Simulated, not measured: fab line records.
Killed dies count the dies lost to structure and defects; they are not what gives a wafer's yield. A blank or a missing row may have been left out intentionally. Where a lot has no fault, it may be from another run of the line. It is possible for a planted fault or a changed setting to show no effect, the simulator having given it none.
A struck lot beside a sound one :: flow gf180mcu :: 17 steps out of a route of 602
Sound: the wafers L270.2, L270.3, L270.5. Struck: wafers L271.5, L271.6 (left out: L271.2, a lot-mate that was not struck); the cause follows at the end.
Each step with rows lists, per side, the tool, then ch with its chambers, then its first start. Under that, the readings that differ: sound wafers :: struck wafers :: difference of the means :: sigmas: that difference in standard deviations of wafers without a fault.
alike: readings with means less than 2 such deviations apart, plus words and numbers identical on both sides. not compared: withheld readings, readings lacking a value on some wafer, bounds such as >300 that could conceal the same value, and numbers that have no deviation in the record and whose values overlap.
Wherever a step has rows on one side only, a row that says differs or no value, or a row with sigmas, the two part there. When numbers do not overlap yet have no deviation, they are printed without sigmas and do not part them. Lack of a reading on every wafer of one side parts them only where that side has two or more wafers.

first, 3 steps without rows for these wafers: GF_V1_EXPOSE_11 (exposes mask Via1, target cd 260 nm); GF_V1_PEB_12 (peb time 90 s); GF_V1_DEVELOP_13 (develop time 60 s).
GF_V1_CD_MEAS_14: the cd target is 260 nm.
  sound: cd sem-02 at day 24 00:14; struck: cd sem-01 at day 23 23:28
  alike: cd nm
GF_V1_OVL_MEAS_15:
  sound: overlay-02 at day 24 00:20; struck: overlay-01 at day 23 23:35
  alike: V1_OVL
GF_V1_ETCH_16: etches BARC in N2/H2.
  sound on rie diel-04 ch 1,2,3, day 24 00:22; struck on rie diel-02 ch 2,3, day 23 23:37
  alike: drypump motor current A, oes product au, throttle valve pct
GF_V1_ETCH_17: etches SiO2 in C4F8/O2/Ar, stops on TiN, target depth 630 nm.
  sound: rie diel-04 ch 1,2,3; struck: rie diel-02 ch 2,3
reading: oes product au (a.u.)
sound: 0.855 0.852 0.850
struck: 0.862 0.865
difference: +0.011
sigmas: +2
GF_V1_STRIP_18: strips in O2/N2.
  sound on plasma asher-01 ch 0,1, day 24 00:29; struck on plasma asher-04 ch 0,1, day 23 23:44
  alike: drypump motor current A, heater power w, oes product au, platen temp c
  not compared: rf hours counter h
then, 2 steps without rows for these wafers: GF_V1_STRIP_19 (strips in post etch residue remover, time 1200 s); GF_V1_CLEAN_20 (cleans in DIW).
GF_V1_SPUTTER_21: material Ti, target thk 15 nm, time 80.02 s.
  sound: pvd sputter-03 at day 24 01:02; struck: pvd sputter-01 at day 24 00:16
  alike: throttle valve pct
then, 1 step without rows for these wafers: GF_V1_SPUTTER_22 (material TiN, target thk 10 nm, time 40 s).
GF_V1_CVD_23: deposits W, target thk 350 nm, time 105.05 s.
  sound on cvd w-02 ch 0,1, day 24 01:08; struck on cvd w-01 ch 0,1, day 24 00:22
reading: model.W_of_V1_CVD_23.thk nm (nm)
sound: 346.4 350.5 346.3
struck: 311.7 311.5
difference: -36.1
sigmas: 
  alike: heater power w
  not compared: since wet clean h
GF_V1_RS_MEAS_24: measures by four-point-probe.
  sound: film metro-02 at day 24 01:16; struck: film metro-01 at day 24 00:30
reading: V1_W_RS (ohm/sq)
sound: 0.331 0.327 0.332
struck: 0.369 0.368
difference: +0.038
sigmas: +8
GF_V1_THK_MEAS_25: measures by xrf.
  sound: film metro-02 at day 24 01:22; struck: film metro-01 at day 24 00:37
reading: V1_W_THK (nm)
sound: 349 352 349
struck: 311 312
difference: -38
sigmas: -9
GF_V1_CMP_26: polishes, stops on SiO2, t overpolish 15 s, target thk 0 nm.
  sound on cmp-01 ch 0,1, day 24 01:25; struck on cmp-01 ch 2,3, day 24 00:46
  alike: edge zone pressure frac, motor current A
following that, these wafers have no rows for 1 step: GF_PASSIVATION_PROBE_99.

## WHERE THEY PART
Last at GF_V1_THK_MEAS_25 as far as this record goes, first at GF_V1_ETCH_17. Later steps at which nothing parts them and some readings are alike: GF_V1_CMP_26.

WHY: the cause the simulator had injected
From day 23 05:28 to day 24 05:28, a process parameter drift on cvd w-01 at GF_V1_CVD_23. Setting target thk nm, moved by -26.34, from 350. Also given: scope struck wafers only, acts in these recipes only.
